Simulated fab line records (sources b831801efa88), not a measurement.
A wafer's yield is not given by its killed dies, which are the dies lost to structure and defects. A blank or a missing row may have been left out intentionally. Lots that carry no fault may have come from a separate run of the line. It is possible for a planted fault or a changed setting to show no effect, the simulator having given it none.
Which tool is to blame? + flow gf180mcu + Sampling: 13 lots, 39 wafers, 3 of 602 route steps

## WHAT THE GAUGES READ, wafer by wafer
GF_MVSD_TW_MEAS_11. Usual: for MVSD_TW the level is 1585 and the standard deviation is 9.9.
| lot  | measured     | on            | MVSD_TW        | flag |
|------|--------------|---------------|----------------|------|
| L682 | day 4 11:15  | film_metro-03 | 1584 1591 1593 |      |
| L683 | day 4 15:19  | film_metro-03 | 1603 1589 1593 |      |
| L684 | day 4 20:12  | film_metro-01 | 1582 1587 1582 |      |
| L686 | day 5 07:46  | film_metro-03 | 1592 1581 1581 |      |
| L688 | day 5 19:36  | film_metro-03 | 1579 1576 1572 |      |
| L691 | day 6 17:14  | film_metro-01 | 1602 1591 1603 |      |
| L692 | day 6 20:31  | film_metro-01 | 1589 1596 1594 |      |
| L693 | day 7 03:43  | film_metro-03 | 1591 1599 1593 |      |
| L700 | day 8 19:43  | film_metro-01 | 1594 1587 1597 |      |
| L702 | day 9 05:43  | film_metro-01 | 1585 1590 1584 |      |
| L703 | day 9 13:27  | film_metro-01 | 1582 1584 1584 |      |
| L704 | day 9 18:15  | film_metro-03 | 1575 1586 1584 |      |
| L705 | day 10 02:03 | film_metro-04 | 1574 1572 1574 |      |

GF_DUAL_GATE_THK_MEAS_03. Usual: for DUAL_GATE_OXIDATION_00_THK the level is 10.95 nm and the standard deviation is 0.22.
| lot  | measured     | on            | DUAL_GATE_OXIDATION_00_THK (nm) | flag |
|------|--------------|---------------|---------------------------------|------|
| L682 | day 7 17:02  | film_metro-02 | 10.70 10.56 10.73               |      |
| L683 | day 7 20:02  | film_metro-02 | 11.31 11.01 11.17               |      |
| L684 | day 8 02:43  | film_metro-01 | 11.27 11.24 11.33               |      |
| L686 | day 8 17:25  | film_metro-02 | 11.28 11.29 11.22               |      |
| L688 | day 9 07:29  | film_metro-03 | 11.06 11.21 11.27               |      |
| L691 | day 10 07:15 | film_metro-03 | 11.10 11.12 10.81               |      |
| L692 | day 10 11:38 | film_metro-01 | 10.88 10.60 10.81               |      |
| L693 | day 10 17:48 | film_metro-01 | 10.62 10.75 10.66               |      |
| L700 | day 12 18:51 | film_metro-01 | 10.78 10.73 10.59               |      |
| L702 | day 13 03:25 | film_metro-03 | 10.88 10.91 11.10               |      |
| L703 | day 13 12:02 | film_metro-02 | 11.10 11.04 11.13               |      |
| L704 | day 13 19:58 | film_metro-01 | 11.33 11.18 11.12               |      |
| L705 | day 14 04:04 | film_metro-02 | 11.07 10.97 10.96               |      |

## WHICH TOOL RAN EACH LOT (tool, then ch and the chambers of the sampled wafers, then the start)
| lot  | GF_MVPSD_STRIP_10                    |
|------|--------------------------------------|
| L682 | plasma_asher-02 ch 0,1, day 5 00:42  |
| L683 | plasma_asher-01 ch 0,1, day 5 04:58  |
| L684 | plasma_asher-02 ch 0,1, day 5 10:25  |
| L686 | plasma_asher-01 ch 0,1, day 5 22:15  |
| L688 | plasma_asher-01 ch 0,1, day 6 11:13  |
| L691 | plasma_asher-01 ch 0,1, day 7 09:25  |
| L692 | plasma_asher-02 ch 0,1, day 7 12:42  |
| L693 | plasma_asher-01 ch 0,1, day 7 19:34  |
| L700 | plasma_asher-01 ch 0,1, day 9 12:16  |
| L702 | plasma_asher-04 ch 0,1, day 9 22:54  |
| L703 | plasma_asher-02 ch 0,1, day 10 07:21 |
| L704 | plasma_asher-01 ch 0,1, day 10 11:43 |
| L705 | plasma_asher-02 ch 0,1, day 10 20:09 |
- GF_MVPSD_STRIP_10: strips in O2/N2.

## WHAT THE TOOLS THEMSELVES READ (means of the sampled wafers that have a number; where no wafer has one, the mark that the record gives instead)
GF_MVPSD_STRIP_10. Usual: drypump_motor_current_A 5.5 A, standard deviation 0.77; heater_power_w 298 W, standard deviation 23; oes_product_au 0.722 a.u., standard deviation 0.0042; strip_time_to_endpoint_s 36.97 s, standard deviation 0.087.
| lot  | tool            | drypump_motor_current_A (A) | heater_power_w (W) | oes_product_au (a.u.) | strip_time_to_endpoint_s (s) | flag |
|------|-----------------|-----------------------------|--------------------|-----------------------|------------------------------|------|
| L682 | plasma_asher-02 | 5.4                         | 282                | 0.723                 | 36.99                        |      |
| L683 | plasma_asher-01 | 5.4                         | 313                | 0.723                 | 36.89                        |      |
| L684 | plasma_asher-02 | 6.0                         | 271                | 0.725                 | 36.99                        |      |
| L686 | plasma_asher-01 | 5.8                         | 316                | 0.723                 | 37.07                        |      |
| L688 | plasma_asher-01 | 5.4                         | 312                | 0.722                 | 37.02                        |      |
| L691 | plasma_asher-01 | 5.9                         | 319                | 0.721                 | 36.90                        |      |
| L692 | plasma_asher-02 | 5.4                         | 296                | 0.720                 | 36.91                        |      |
| L693 | plasma_asher-01 | 5.4                         | 312                | 0.723                 | 36.88                        |      |
| L700 | plasma_asher-01 | 5.4                         | 313                | 0.721                 | 37.05                        |      |
| L702 | plasma_asher-04 | 4.8                         | 298                | 0.725                 | 36.96                        |      |
| L703 | plasma_asher-02 | 6.0                         | 279                | 0.722                 | 36.88                        |      |
| L704 | plasma_asher-01 | 5.9                         | 315                | 0.719                 | 37.08                        |      |
| L705 | plasma_asher-02 | 6.0                         | 276                | 0.722                 | 36.85                        |      |

## THE ANSWER, worked out from the rows above alone
Rule: take the mean of a lot's wafers that have a number; if it is more than 3 standard deviations from the usual mean, the lot is off. A lot without any number at a reading at which 4 lots or more have one is off too. Any other lot the step has rows for is counted as sound. First the gauges in route order, then the tools' own readings, where a lot's mean is used as printed above. The first step at which some lot is off is used, and at that step the reading that is off furthest; a lot without a number counts as furthest.
Across all readings shown, no lot is off: no conclusion can be drawn from this.

## WHAT THE SIMULATOR PUT IN
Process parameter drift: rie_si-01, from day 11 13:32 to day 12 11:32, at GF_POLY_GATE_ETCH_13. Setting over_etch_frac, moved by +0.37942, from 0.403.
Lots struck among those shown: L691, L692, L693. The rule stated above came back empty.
